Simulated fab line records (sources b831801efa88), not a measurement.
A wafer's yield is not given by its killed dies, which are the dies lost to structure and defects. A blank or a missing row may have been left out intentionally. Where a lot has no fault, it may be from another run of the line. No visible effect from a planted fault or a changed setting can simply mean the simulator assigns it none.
Comparing a struck lot with a sound one / flow sky130 / 16 out of 708 route steps
Sound: these wafers, L805.1, L805.4, L805.5. The struck wafers were L819.2, L819.3, L819.5. The cause is named last.
For every step that has rows: the tool of each side, followed by ch and its chambers, followed by its first start. Under that, the readings that differ: sound wafers / struck wafers / difference of the means / sigmas: that difference in standard deviations of wafers without a fault.
alike: readings whose means differ by less than 2 such deviations, and words and numbers that are the same on both sides. not compared: withheld readings, readings that some wafer has no value for, bounds like >300 that may hide the same value, and numbers for which the record gives no deviation and whose values overlap.
A row with sigmas, a row that says differs or no value, or rows on one side alone: a step with any of these is where the two part. Numbers that have no deviation but don't overlap get no sigmas and don't part them. Lack of a reading on every wafer of one side parts them only where that side has two or more wafers.

SKY_METAL5_SPUTTER_03: material Ti, target thk 5 nm, time 3.3 s.
  sound on pvdSputter-02, day 44 16:26; struck on pvdSputter-02, day 47 23:07
  alike: throttleValvePct
SKY_METAL5_SPUTTER_04: material TiN, target thk 70 nm, time 58.3 s.
  sound on pvdSputter-02, day 44 16:26; struck on pvdSputter-02, day 47 23:07
  alike: throttleValvePct
SKY_METAL5_RS_MEAS_05: uses a four-point probe to measure.
  sound on filmMetro-04, day 44 16:29; struck on filmMetro-03, day 47 23:13
  alike: METAL5_ALCU_RS
SKY_METAL5_THK_MEAS_06: measures by xrf.
  sound on filmMetro-04, day 44 16:37; struck on filmMetro-03, day 47 23:19
  alike: METAL5_ALCU_THK
then, 7 steps without rows for these wafers: SKY_METAL5_DEHYDRATE_07 (time 60 s); SKY_METAL5_HMDS_08 (prime time 60 s); SKY_METAL5_COAT_09 (resist thk 1800 nm); SKY_METAL5_SOFTBAKE_10 (time 60 s); SKY_METAL5_EXPOSE_11 (exposes mask MM5, target cd 1600 nm); SKY_METAL5_PEB_12; SKY_METAL5_DEVELOP_13 (develop time 60 s).
SKY_METAL5_DESCUM_14: chemistry O2, time 11 s.
  sound on rieMetal-04 ch 0,1, day 45 14:37; struck on rieMetal-02 ch 0, day 48 18:05
  alike: drypumpMotorCurrentA, oesProductAu
  not compared: rfHoursCounterH
SKY_METAL5_METAL_ETCH_15: etches the open film in Cl2/BCl3, stops on SiO2, target depth 1260 nm, time 252 s.
  sound on rieMetal-04 ch 0,1, day 45 14:38; struck on rieMetal-02 ch 0, day 48 18:07
reading=model.NOVOLAK_of_METAL5_COAT_09.thkNm (nm); sound=1047 1031 1029; struck=786.7 798.5 803.3; difference=-239.5; sigmas=
reading=model.METAL5.cdNm (nm); sound=1611 1617 1620; struck=1572 1569 1574; difference=-44; sigmas=
reading=model.SiO2_of_VIA4_HDPCVD_00.thkNm (nm); sound=545.9 547 548.1; struck=540.2 541.9 542; difference=-5.6; sigmas=
  alike: drypumpMotorCurrentA, oesProductAu, throttleValvePct
  not compared: rfHoursCounterH
SKY_METAL5_STRIP_16: strips in O2/N2.
  sound on plasmaAsher-01 ch 1, day 45 14:53; struck on plasmaAsher-01 ch 0,1, day 48 18:21
reading=oesProductAu (a.u.); sound=0.715 0.715 0.715; struck=0.655 0.659 0.664; difference=-0.056; sigmas=-11
reading=stripTimeToEndpointS (s); sound=13.23 13.03 13.00; struck=10.24 10.37 10.45; difference=-2.73; sigmas=-31
  alike: drypumpMotorCurrentA
  not compared: rfHoursCounterH
then, 1 step without rows for these wafers: SKY_METAL5_STRIP_17 (strips in post etch residue remover, time 1200 s).
SKY_PAD_OPEN_PROBE_99:
  sound on prober-02, day 47 10:40; struck on prober-01, day 50 07:17
reading=model.etest.met5.widthNm (nm); sound=1615 1614 1621; struck=1571 1570 1574; difference=-45; sigmas=
  alike: defectLimitedYield, killed_at_M0_to_M3, killed_at_M4_up, killedAtContacts, killedAtFrontEnd, killedAtOther, killedDies, killedOpen, killedShort, sort_bin_3_pad_short, sort_bin_5_function, sort_bin_6_memory, sortNPass, sortYieldPct

## WHERE THEY PART
Only at SKY_METAL5_STRIP_16, within this record. Later steps at which nothing parts them and some readings are alike: SKY_PAD_OPEN_PROBE_99.

WHY: what had been put in by the simulator
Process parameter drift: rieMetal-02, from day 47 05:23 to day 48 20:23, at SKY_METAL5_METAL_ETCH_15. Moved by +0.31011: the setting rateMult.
